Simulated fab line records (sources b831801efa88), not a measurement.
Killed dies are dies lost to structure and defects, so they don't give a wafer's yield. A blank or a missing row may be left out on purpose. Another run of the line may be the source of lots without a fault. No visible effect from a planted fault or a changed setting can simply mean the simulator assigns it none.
Struck lot and sound lot, side by side ; flow sky130 ; 46 out of 708 route steps
Sound: these wafers, L768.1, L768.3, L768.5. Wafers struck: L757.2, L757.5, L757.6. The cause is named last.
Per side, at each step with rows, come the tool, then ch with its chambers, and then its first start. Under that, the readings that differ: sound wafers ; struck wafers ; difference of the means ; sigmas: that difference in standard deviations of wafers without a fault.
alike: readings with means less than 2 such deviations apart, plus words and numbers identical on both sides. not compared: withheld readings, readings lacking a value on some wafer, bounds such as >300 that could conceal the same value, and numbers that have no deviation in the record and whose values overlap.
The two part at a step that has a row with sigmas, a row that says differs or no value, or rows on one side only. Numbers that don't overlap but have no deviation are shown without sigmas and don't part them. A reading that every wafer of one side lacks parts them only if that side has two wafers or more.

first, 6 steps without rows for these wafers: SKY_VT_ADJUST_LVTN_HMDS_01 (prime time 60 s); SKY_VT_ADJUST_LVTN_COAT_02 (resist thk 3000 nm); SKY_VT_ADJUST_LVTN_SOFTBAKE_03; SKY_VT_ADJUST_LVTN_EXPOSE_04 (exposes mask NWM COMPLEMENT LESS NATIVE, target cd 840 nm); SKY_VT_ADJUST_LVTN_PEB_05; SKY_VT_ADJUST_LVTN_DEVELOP_06 (develop time 60 s).
SKY_VT_ADJUST_LVTN_OVL_MEAS_07:
  sound on overlay-01, day 11 11:26; struck on overlay-02, day 8 11:47
  alike: VT_ADJUST_LVTN_OVL
after that, 1 step had no rows for these wafers: SKY_VT_ADJUST_LVTN_IMPLANT_08.
SKY_VT_ADJUST_LVTN_STRIP_09: strips in O2/N2.
  sound on plasmaAsher-01 ch 0,1, day 11 11:37; struck on plasmaAsher-03 ch 0,1, day 8 11:58
  alike: drypumpMotorCurrentA, oesProductAu, stripTimeToEndpointS
  not compared: rfHoursCounterH
SKY_VT_ADJUST_LVTN_TW_MEAS_10:
  sound on filmMetro-01, day 11 11:43; struck on filmMetro-01, day 8 12:05
  alike: VT_ADJUST_LVTN_TW
then, 2 steps without rows for these wafers: SKY_VT_ADJUST_LVTN_DEHYDRATE_11 (time 60 s); SKY_VT_ADJUST_LVTN_HMDS_12 (prime time 60 s).
SKY_VT_ADJUST_LVTN_COAT_13: resist thk 1140 nm.
  struck on lithoTrack-01, day 8 22:16; sound on lithoTrack-03 ch 0, day 11 23:08
  no value came back on the struck wafers for chillPlateTempC (C), dispensePressureKPa (kPa); on the sound wafers chillPlateTempC (C) reads 23.12 23.00 23.06
then, 4 steps without rows for these wafers: SKY_VT_ADJUST_LVTN_SOFTBAKE_14 (time 60 s); SKY_VT_ADJUST_LVTN_EXPOSE_15 (exposes mask HVN STD DERIVED, target cd 600 nm); SKY_VT_ADJUST_LVTN_PEB_16; SKY_VT_ADJUST_LVTN_DEVELOP_17 (develop time 60 s).
SKY_VT_ADJUST_LVTN_OVL_MEAS_18:
  sound on overlay-02, day 12 11:26; struck on overlay-01, day 9 08:47
reading;sound;struck;difference;sigmas
VT_ADJUST_LVTN_01_OVL (nm);0.6 -1.0 -1.7;- - -;no value on the struck wafers;
after that, 1 step had no rows for these wafers: SKY_VT_ADJUST_LVTN_IMPLANT_19.
SKY_VT_ADJUST_LVTN_STRIP_20: strips in O2/N2.
  sound on plasmaAsher-01 ch 0,1, day 12 11:37; struck on plasmaAsher-01 ch 0,1, day 9 08:58
  no value came back on the struck wafers for oesProductAu (a.u.), stripTimeToEndpointS (s); on the sound wafers oesProductAu (a.u.) reads 0.709 0.710 0.714
  alike: drypumpMotorCurrentA
  not compared: rfHoursCounterH
SKY_VT_ADJUST_LVTN_TW_MEAS_21:
  sound on filmMetro-01, day 12 11:43; struck on filmMetro-01, day 9 09:05
  alike: VT_ADJUST_LVTN_2_TW
then, 7 steps without rows for these wafers: SKY_VT_ADJUST_NCORE_DEHYDRATE_00 (time 60 s); SKY_VT_ADJUST_NCORE_HMDS_01 (prime time 60 s); SKY_VT_ADJUST_NCORE_COAT_02 (resist thk 1121 nm); SKY_VT_ADJUST_NCORE_SOFTBAKE_03 (time 60 s); SKY_VT_ADJUST_NCORE_EXPOSE_04 (exposes mask LVTN COMPLEMENT THIN, target cd 380 nm); SKY_VT_ADJUST_NCORE_PEB_05; SKY_VT_ADJUST_NCORE_DEVELOP_06 (develop time 60 s).
SKY_VT_ADJUST_NCORE_CD_MEAS_07: the cd target is 380 nm.
  sound on cdSem-01, day 13 11:56; struck on cdSem-01, day 10 07:30
  alike: cdNm
SKY_VT_ADJUST_NCORE_OVL_MEAS_08:
  sound on overlay-01, day 13 12:03; struck on overlay-02, day 10 07:37
  alike: VT_ADJUST_NCORE_OVL
after that, 1 step had no rows for these wafers: SKY_VT_ADJUST_NCORE_IMPLANT_09.
SKY_VT_ADJUST_NCORE_STRIP_10: strips in O2/N2.
  sound on plasmaAsher-03 ch 0,1, day 13 12:14; struck on plasmaAsher-03 ch 0,1, day 10 07:47
  alike: drypumpMotorCurrentA, oesProductAu, stripTimeToEndpointS
  not compared: rfHoursCounterH
SKY_VT_ADJUST_NCORE_TW_MEAS_11:
  sound on filmMetro-02, day 13 12:20; struck on filmMetro-03, day 10 07:54
reading;sound;struck;difference;sigmas
VT_ADJUST_NCORE_TW;220.5 220.5 219.3;246.7 246.0 245.5;+26.0;+10
then, 7 steps without rows for these wafers: SKY_VT_ADJUST_HVTR_DEHYDRATE_00 (time 60 s); SKY_VT_ADJUST_HVTR_HMDS_01 (prime time 60 s); SKY_VT_ADJUST_HVTR_COAT_02 (resist thk 1140 nm); SKY_VT_ADJUST_HVTR_SOFTBAKE_03 (time 60 s); SKY_VT_ADJUST_HVTR_EXPOSE_04 (exposes mask HVTRM, target cd 380 nm); SKY_VT_ADJUST_HVTR_PEB_05; SKY_VT_ADJUST_HVTR_DEVELOP_06 (develop time 60 s).
SKY_VT_ADJUST_HVTR_CD_MEAS_07: the cd target is 380 nm.
  sound on cdSem-02, day 14 13:38; struck on cdSem-01, day 11 06:06
reading;sound;struck;difference;sigmas
cdNm (nm);384 388 383;375 373 374;-11;-3
SKY_VT_ADJUST_HVTR_OVL_MEAS_08:
  sound on overlay-02, day 14 13:46; struck on overlay-01, day 11 06:13
  alike: VT_ADJUST_HVTR_OVL
SKY_VT_ADJUST_HVTR_TW_MEAS_11:
  sound on filmMetro-02, day 14 14:03; struck on filmMetro-01, day 11 06:30
reading;sound;struck;difference;sigmas
VT_ADJUST_HVTR_TW;214.0 213.3 213.0;248.4 247.5 247.5;+34.4;+26
SKY_VT_ADJUST_PCH_TW_MEAS_10:
  sound on filmMetro-04, day 15 18:04; struck on filmMetro-01, day 12 06:41
reading;sound;struck;difference;sigmas
VT_ADJUST_PCH_TW;145.3 145.1 145.4;207.8 207.5 209.0;+62.8;+31
SKY_SONOS_TUNNEL_TW_MEAS_12:
  sound on filmMetro-01, day 16 23:03; struck on filmMetro-01, day 13 08:01
reading;sound;struck;difference;sigmas
SONOS_TUNNEL_TW;201.6 202.0 201.6;238.7 240.5 238.0;+37.3;+18
-- a jump in the record: the struck wafers' starts before and after are 34 days apart (it breaks off in module SONOS_TUNNEL and resumes in module PAD_OPEN, where the first step shown is number 708 of the route) --
SKY_PAD_OPEN_PROBE_99:
  sound on prober-02, day 49 15:11; struck on prober-01, day 47 05:48
reading;sound;struck;difference;sigmas
model.etest.nfet_16v.rOnOhmUm;1.426e+04 1.423e+04 1.407e+04;1.648e+04 1.648e+04 1.652e+04;+2.307e+03;
model.etest.resPwdeUnderGate.rsOhmSq;6138 6131 6140;5563 5525 5530;-597;
model.etest.pfet_16v.rOnOhmUm;1.519e+04 1.528e+04 1.507e+04;1.456e+04 1.438e+04 1.477e+04;-6.100e+02;
model.etest.pfetG5v0d10v5.rOnOhmUm;4862 4798 4851;4480 4541 4529;-320;
model.etest.tipP.rsOhmSq;6996 6956 7009;6650 6673 6656;-327;
model.etest.pfet_01v8.rOnOhmUm;3038 2998 3032;2852 2858 2882;-159;
model.etest.tip_p_5v.rsOhmSq;2853 2865 2870;2782 2758 2774;-91;
model.etest.nfet_05v0_nvt.driveUaUm;559.1 568.2 563.7;532.7 525.7 528.4;-34.7;

== WHERE THEY PART ==
Earliest at SKY_VT_ADJUST_LVTN_COAT_13; latest, in this record, at SKY_SONOS_TUNNEL_TW_MEAS_12.

WHY: what the simulator had put in
Beginning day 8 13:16, the whole step at SKY_VT_ADJUST_LVTN_COAT_13 was skipped on lithoTrack-01. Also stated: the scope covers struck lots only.
